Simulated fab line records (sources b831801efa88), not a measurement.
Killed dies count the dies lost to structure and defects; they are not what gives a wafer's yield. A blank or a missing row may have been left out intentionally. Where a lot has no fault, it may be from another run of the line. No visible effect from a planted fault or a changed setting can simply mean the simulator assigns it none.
The same fault as seen by 2 desks + flow sky130 + each desk has only its own numbers; what lay behind them comes last

AT THE METROLOGY DESK
Means of the sampled wafers that have a number, per lot and without regard to the tool the lot ran on: this is what the gauges read. Any lot whose mean is over 4 standard deviations away from the usual mean is out of limits and marked OUT; that distance is given in the brackets.
Columns: A = LOCAL_INTERCONNECT_TIN_THK at SKY_LOCAL_INTERCONNECT_THK_MEAS_02, usual 99.4 nm
| lot  | first seen here | A    |
|------|-----------------|------|
| L635 | day 29 04:00    | 98.6 |
| L636 | day 29 11:05    | 98.9 |
| L637 | day 30 02:34    | 98.4 |
| L640 | day 30 17:54    | 99.3 |
| L639 | day 30 18:32    | 99.9 |
| L638 | day 30 19:49    | 99.5 |
| L652 | day 34 21:52    | 99.7 |
| L654 | day 35 11:31    | 99.1 |
| L655 | day 35 13:26    | 99.5 |
| L656 | day 35 14:28    | 98.8 |
| L657 | day 35 23:04    | 99.8 |
Result from this desk: across the 11 lots, nothing is out of limits.

TOOL OWNER'S DESK, rie-diel-04
The tool's own readings at SKY_VIA3_ETCH_15 (etches SiO2 in C4F8/O2/Ar, stops on TiN, target depth 507 nm, time 78 s): means of the sampled wafers that have a number, for each lot that ran on this tool. Any lot whose mean is over 4 standard deviations away from the usual mean is out of limits and marked OUT; that distance is given in the brackets.
Columns: A = oes-product-au at SKY_VIA3_ETCH_15, usual 0.945 a.u.; B = rf-fwd-power-W at SKY_VIA3_ETCH_15, usual 1490 W; C = run-length-s at SKY_VIA3_ETCH_15, usual 106.2 s
| lot  | first seen here | A                | B    | C                |
|------|-----------------|------------------|------|------------------|
| L637 | day 40 07:56    | 0.948            | 1494 | 106.0            |
| L639 | day 41 00:50    | 0.946            | 1489 | 105.9            |
| L638 | day 41 01:56    | 0.922 (-4.9) OUT | 1488 | 109.7 (+8.8) OUT |
| L654 | day 45 01:52    | 0.945            | 1488 | 106.0            |
| L655 | day 45 04:50    | 0.948            | 1493 | 106.2            |
| L657 | day 45 11:13    | 0.942            | 1490 | 106.0            |
This desk's verdict: out of limits on L638, starting with L638 at day 41 01:56 (oes-product-au at SKY_VIA3_ETCH_15). Within limits: L637, L639, L654, L655, L657.

PUT TOGETHER
On L638, at day 41 01:56, an alarm was possible from the tool owner's desk.
Metrology desk: nothing out of limits seen.
The metrology desk has L638 on record, within its limits.
All the named lots went through SKY_VIA3_ETCH_15 on rie-diel-04.

WHAT HAD BEEN PUT IN BY THE SIMULATOR
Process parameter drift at SKY_VIA3_ETCH_15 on rie-diel-04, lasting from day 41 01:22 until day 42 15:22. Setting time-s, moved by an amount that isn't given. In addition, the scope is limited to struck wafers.
Lots struck among those shown: L638.
Each desk's first reading out of limits, in hours after the fault started: the tool owner's desk, 1.
